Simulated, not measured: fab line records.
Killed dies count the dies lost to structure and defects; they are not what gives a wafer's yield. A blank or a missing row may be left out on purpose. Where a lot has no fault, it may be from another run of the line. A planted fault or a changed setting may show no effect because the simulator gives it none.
Which tool was responsible? | flow gf180mcu | 24 lots with 72 wafers sampled at 5 steps, on a route of 602 steps

## WHAT THE GAUGES SHOWED, per wafer
GF_V3_RS_MEAS_24: the measuring method here is four-point-probe. Usual: V3_W_RS gives 0.330 ohm/sq (standard deviation 0.0042).
lot  | measured     | on            | V3_W_RS (ohm/sq)  | flag
L074 | day 22 19:01 | film metro-01 | 0.336 0.327 0.326 |
L075 | day 23 05:43 | film metro-03 | 0.324 0.321 0.328 |
L077 | day 23 07:35 | film metro-03 | 0.333 0.329 0.328 |
L076 | day 23 11:13 | film metro-03 | 0.328 0.334 0.331 |
L078 | day 24 00:11 | film metro-02 | 0.329 0.332 0.325 |
L079 | day 24 04:58 | film metro-01 | 0.334 0.337 0.332 |
L080 | day 24 18:16 | film metro-03 | 0.335 0.333 0.333 |
L081 | day 24 22:17 | film metro-02 | 0.337 0.328 0.325 |
L082 | day 25 13:29 | film metro-03 | 0.326 0.337 0.335 |
L083 | day 25 20:59 | film metro-02 | 0.330 0.334 0.329 |
L084 | day 26 02:14 | film metro-03 | 0.334 0.330 0.327 |
L085 | day 26 11:19 | film metro-03 | 0.329 0.325 0.331 |
L086 | day 26 18:02 | film metro-01 | 0.335 0.329 0.337 |
L087 | day 27 04:55 | film metro-03 | 0.321 0.325 0.324 |
L089 | day 27 18:49 | film metro-03 | 0.332 0.323 0.331 |
L088 | day 27 20:11 | film metro-03 | 0.327 0.327 0.327 |
L091 | day 28 08:00 | film metro-01 | 0.333 0.332 0.334 |
L090 | day 28 09:50 | film metro-03 | 0.333 0.326 0.325 |
L092 | day 28 19:10 | film metro-01 | 0.324 0.332 0.326 |
L093 | day 29 02:35 | film metro-01 | 0.333 0.333 0.333 |
L095 | day 29 05:32 | film metro-01 | 0.327 0.334 0.339 |
L094 | day 29 06:24 | film metro-03 | 0.326 0.322 0.332 |
L096 | day 29 16:28 | film metro-03 | 0.331 0.323 0.334 |
L097 | day 30 00:11 | film metro-03 | 0.333 0.333 0.323 |

GF_V3_THK_MEAS_25: measures by xrf. Usual: V3_W_THK gives 353 nm (standard deviation 6.2).
lot  | measured     | on            | V3_W_THK (nm) | flag
L074 | day 22 19:08 | film metro-01 | 345 353 354   |
L075 | day 23 05:49 | film metro-03 | 358 361 353   |
L077 | day 23 07:41 | film metro-03 | 349 352 356   |
L076 | day 23 11:19 | film metro-03 | 351 348 350   |
L078 | day 24 00:18 | film metro-02 | 347 345 350   |
L079 | day 24 05:04 | film metro-01 | 347 342 348   |
L080 | day 24 18:21 | film metro-03 | 347 349 351   |
L081 | day 24 22:24 | film metro-02 | 337 349 350   |
L082 | day 25 13:36 | film metro-03 | 360 348 349   |
L083 | day 25 21:05 | film metro-02 | 353 353 355   |
L084 | day 26 02:22 | film metro-03 | 352 356 359   |
L085 | day 26 11:26 | film metro-03 | 353 360 353   |
L086 | day 26 18:09 | film metro-01 | 340 347 337   |
L087 | day 27 05:01 | film metro-03 | 364 359 360   |
L089 | day 27 18:55 | film metro-03 | 353 364 353   |
L088 | day 27 20:17 | film metro-03 | 357 357 359   |
L091 | day 28 08:07 | film metro-01 | 347 348 345   |
L090 | day 28 09:57 | film metro-03 | 352 359 360   |
L092 | day 28 19:16 | film metro-01 | 355 346 357   |
L093 | day 29 02:42 | film metro-01 | 348 348 349   |
L095 | day 29 05:39 | film metro-01 | 356 349 342   |
L094 | day 29 06:31 | film metro-03 | 359 365 356   |
L096 | day 29 16:35 | film metro-03 | 355 365 352   |
L097 | day 30 00:17 | film metro-03 | 353 352 364   |

GF_V4_THK_MEAS_01. Usual: V4_CVD_00_THK gives 600 nm (standard deviation 6.8).
lot  | measured     | on            | V4_CVD_00_THK (nm) | flag
L074 | day 23 19:02 | film metro-02 | 601 591 593        |
L075 | day 24 05:41 | film metro-04 | 595 608 607        |
L077 | day 24 07:23 | film metro-04 | 604 592 597        |
L076 | day 24 11:34 | film metro-01 | 593 593 596        |
L078 | day 24 23:42 | film metro-02 | 602 595 597        |
L079 | day 25 04:59 | film metro-02 | 607 607 603        |
L080 | day 25 17:55 | film metro-01 | 608 612 601        |
L081 | day 25 21:19 | film metro-02 | 596 610 601        |
L082 | day 26 12:16 | film metro-02 | 598 585 592        |
L083 | day 26 19:28 | film metro-02 | 606 610 603        |
L084 | day 27 00:53 | film metro-01 | 591 596 610        |
L085 | day 27 09:20 | film metro-01 | 599 605 605        |
L086 | day 27 16:02 | film metro-02 | 593 602 595        |
L087 | day 28 02:55 | film metro-02 | 600 582 604        |
L089 | day 28 15:42 | film metro-04 | 606 591 596        |
L088 | day 28 17:27 | film metro-01 | 597 592 598        |
L091 | day 29 05:09 | film metro-04 | 602 596 595        |
L090 | day 29 06:41 | film metro-01 | 606 591 599        |
L092 | day 29 15:57 | film metro-04 | 613 605 594        |
L093 | day 29 22:44 | film metro-04 | 591 605 604        |
L095 | day 30 01:47 | film metro-02 | 585 601 598        |
L094 | day 30 03:17 | film metro-01 | 599 611 608        |
L096 | day 30 12:14 | film metro-01 | 594 600 594        |
L097 | day 30 19:47 | film metro-01 | 591 594 597        |

## TOOL THAT RAN EACH LOT (tool first, then ch and the chambers of the sampled wafers, then the start)
lot  | GF_V3_ETCH_17                                 | GF_M4_SPUTTER_03
L074 | rie diel-04 ch 1,2,3, day 22 19:01 or earlier | pvd sputter-03, day 22 19:40
L075 | rie diel-02 ch 1,3, day 23 05:43 or earlier   | pvd sputter-01, day 23 06:20
L077 | rie diel-04 ch 0,1,3, day 23 07:35 or earlier | pvd sputter-02, day 23 08:13
L076 | rie diel-04 ch 0,1,2, day 23 11:13 or earlier | pvd sputter-02, day 23 11:50
L078 | rie diel-02 ch 0,3, day 24 00:11 or earlier   | pvd sputter-03, day 24 00:49
L079 | rie diel-02 ch 0,1,2, day 24 04:58 or earlier | pvd sputter-02, day 24 05:34
L080 | rie diel-01 ch 2,3, day 24 18:16 or earlier   | pvd sputter-02, day 24 18:50
L081 | rie diel-04 ch 0,1,3, day 24 22:17 or earlier | pvd sputter-03, day 24 23:04
L082 | rie diel-01 ch 1,2, day 25 13:29 or earlier   | pvd sputter-01, day 25 14:07
L083 | rie diel-02 ch 0,1,3, day 25 20:59 or earlier | pvd sputter-01, day 25 21:34
L084 | rie diel-02 ch 0,1,3, day 26 02:14 or earlier | pvd sputter-02, day 26 02:53
L085 | rie diel-04 ch 0,1, day 26 11:19 or earlier   | pvd sputter-01, day 26 11:58
L086 | rie diel-04 ch 1,2,3, day 26 18:02 or earlier | pvd sputter-01, day 26 18:40
L087 | rie diel-01 ch 0,3, day 27 04:55 or earlier   | pvd sputter-03, day 27 05:31
L089 | rie diel-04 ch 1,2, day 27 18:49 or earlier   | pvd sputter-01, day 27 19:26
L088 | rie diel-04 ch 2,3, day 27 20:11 or earlier   | pvd sputter-02, day 27 20:48
L091 | rie diel-04 ch 0,1,3, day 28 08:00 or earlier | pvd sputter-01, day 28 08:37
L090 | rie diel-01 ch 0,2,3, day 28 09:50 or earlier | pvd sputter-03, day 28 10:28
L092 | rie diel-02 ch 0,1,2, day 28 19:10 or earlier | pvd sputter-02, day 28 19:46
L093 | rie diel-04 ch 0,3, day 29 02:35 or earlier   | pvd sputter-02, day 29 03:13
L095 | rie diel-02 ch 1,2,3, day 29 05:32 or earlier | pvd sputter-02, day 29 06:10
L094 | rie diel-04 ch 1,3, day 29 06:24 or earlier   | pvd sputter-01, day 29 07:02
L096 | rie diel-02 ch 1,3, day 29 16:28 or earlier   | pvd sputter-03, day 29 17:07
L097 | rie diel-02 ch 0,1, day 30 00:11 or earlier   | pvd sputter-01, day 30 00:48
- GF_V3_ETCH_17: etches SiO2 in C4F8/O2/Ar, stops on TiN, target depth 635 nm.
- GF_M4_SPUTTER_03: material Ti, target thk 10 nm, time 6.7 s.

## AS READ BY THE TOOLS THEMSELVES (means over the sampled wafers that have a number; for cases with no such wafer, the mark the record gives instead)
GF_V3_ETCH_17. Usual: 0.856 a.u. for oes product au, sd 0.0047.
lot  | tool        | oes product au (a.u.) | flag
L074 | rie diel-04 | 0.857                 |
L075 | rie diel-02 | 0.854                 |
L077 | rie diel-04 | 0.855                 |
L076 | rie diel-04 | 0.856                 |
L078 | rie diel-02 | 0.857                 |
L079 | rie diel-02 | 0.855                 |
L080 | rie diel-01 | 0.854                 |
L081 | rie diel-04 | 0.857                 |
L082 | rie diel-01 | 0.858                 |
L083 | rie diel-02 | 0.850                 |
L084 | rie diel-02 | 0.853                 |
L085 | rie diel-04 | 0.853                 |
L086 | rie diel-04 | 0.856                 |
L087 | rie diel-01 | 0.861                 |
L089 | rie diel-04 | 0.855                 |
L088 | rie diel-04 | 0.853                 |
L091 | rie diel-04 | 0.860                 |
L090 | rie diel-01 | 0.859                 |
L092 | rie diel-02 | 0.859                 |
L093 | rie diel-04 | 0.860                 |
L095 | rie diel-02 | 0.854                 |
L094 | rie diel-04 | 0.860                 |
L096 | rie diel-02 | 0.854                 |
L097 | rie diel-02 | 0.855                 |

GF_M4_SPUTTER_03. Usual: 29.8 % for throttle valve pct, sd 1.1.
lot  | tool           | throttle valve pct (%) | flag
L074 | pvd sputter-03 | 29.6                   |
L075 | pvd sputter-01 | 30.4                   |
L077 | pvd sputter-02 | 29.6                   |
L076 | pvd sputter-02 | 30.5                   |
L078 | pvd sputter-03 | 29.5                   |
L079 | pvd sputter-02 | 30.8                   |
L080 | pvd sputter-02 | 28.8                   |
L081 | pvd sputter-03 | 29.5                   |
L082 | pvd sputter-01 | 30.1                   |
L083 | pvd sputter-01 | 29.6                   |
L084 | pvd sputter-02 | 30.0                   |
L085 | pvd sputter-01 | 30.3                   |
L086 | pvd sputter-01 | 29.5                   |
L087 | pvd sputter-03 | 30.0                   |
L089 | pvd sputter-01 | 30.1                   |
L088 | pvd sputter-02 | 29.0                   |
L091 | pvd sputter-01 | 30.1                   |
L090 | pvd sputter-03 | 29.5                   |
L092 | pvd sputter-02 | 30.2                   |
L093 | pvd sputter-02 | 29.8                   |
L095 | pvd sputter-02 | 29.7                   |
L094 | pvd sputter-01 | 28.4                   |
L096 | pvd sputter-03 | 29.4                   |
L097 | pvd sputter-01 | 31.1                   |

## THE ANSWER, worked out from the rows above alone
Rule: lot off if the mean of its wafers having a number is beyond 3 standard deviations from the usual mean. Also off: a lot with no number at a reading for which 4 or more lots have one. All remaining lots with rows at the step are treated as sound. After the gauges, taken in route order, come the tools' own readings; for these a lot's mean is taken, as printed above. At the first step where some lot is off, the reading lying furthest off is the one used; lots without a number count as furthest.
Nothing can be told from this: no lot is off at any reading shown.

## WHAT THE SIMULATOR PUT IN
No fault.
